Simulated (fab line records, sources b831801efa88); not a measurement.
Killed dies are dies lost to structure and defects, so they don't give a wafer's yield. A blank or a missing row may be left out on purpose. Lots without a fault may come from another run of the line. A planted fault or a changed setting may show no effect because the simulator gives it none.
Which tool did it? | flow sky130 | 11 lots, 33 wafers sampled, at 2 steps of a route of 708

WHAT THE GAUGES READ, wafer by wafer
SKY_METAL2_THK_MEAS_06: measures by xrf.
lot  | measured     | on            | METAL2_ALCU_THK (nm)
L653 | day 33 10:54 | film_metro-04 | 257.0 255.5 256.3
L655 | day 33 21:25 | film_metro-01 | 253.8 250.9 251.8
L656 | day 34 18:02 | film_metro-01 | 251.6 253.3 255.1
L658 | day 35 14:24 | film_metro-04 | 258.1 255.1 256.8
L662 | day 36 17:19 | film_metro-01 | 257.7 257.7 258.2
L666 | day 37 22:05 | film_metro-02 | 256.5 254.7 254.4
L671 | day 40 03:57 | film_metro-02 | 255.0 256.9 254.6
L672 | day 40 08:22 | film_metro-04 | 255.7 255.2 255.8
L674 | day 40 22:48 | film_metro-02 | 253.4 255.9 253.5
L675 | day 41 00:04 | film_metro-02 | 253.8 254.7 257.0
L676 | day 42 13:03 | film_metro-04 | 251.4 255.2 255.8

WHICH TOOL RAN EACH LOT (tool, then ch and the chambers of the sampled wafers, then the start)
lot  | SKY_METAL2_SPUTTER_02
L653 | pvd_sputter-01, day 33 10:41
L655 | pvd_sputter-02, day 33 21:11
L656 | pvd_sputter-01, day 34 17:49
L658 | pvd_sputter-02, day 35 14:11
L662 | pvd_sputter-01, day 36 17:05
L666 | pvd_sputter-03, day 37 21:51
L671 | pvd_sputter-02, day 40 03:43
L672 | pvd_sputter-01, day 40 08:08
L674 | pvd_sputter-02, day 40 22:35
L675 | pvd_sputter-01, day 40 23:51
L676 | pvd_sputter-01, day 42 12:50
- SKY_METAL2_SPUTTER_02: material AlCu, target thk 250 nm, time 13.3 s.

THE ANSWER, worked out from the rows above alone
Rule: what is usual is taken from the lots themselves. Put in order of their means at a reading, lots are off if they are a third of the lots or fewer, leave a main group of 4 or more, and stand apart from it by a gap of 3 or more times the standard deviation of the main group's means; of several such gaps the widest counts. A main group whose means are all the same, to the digits that the tables above print for the reading, isn't used. A lot without any number at a reading at which 4 lots or more have one is off too. The other lots that the step has rows for count as sound.
No lot is off at any reading shown: from this, nothing can be told.

WHAT THE SIMULATOR HAD PUT IN
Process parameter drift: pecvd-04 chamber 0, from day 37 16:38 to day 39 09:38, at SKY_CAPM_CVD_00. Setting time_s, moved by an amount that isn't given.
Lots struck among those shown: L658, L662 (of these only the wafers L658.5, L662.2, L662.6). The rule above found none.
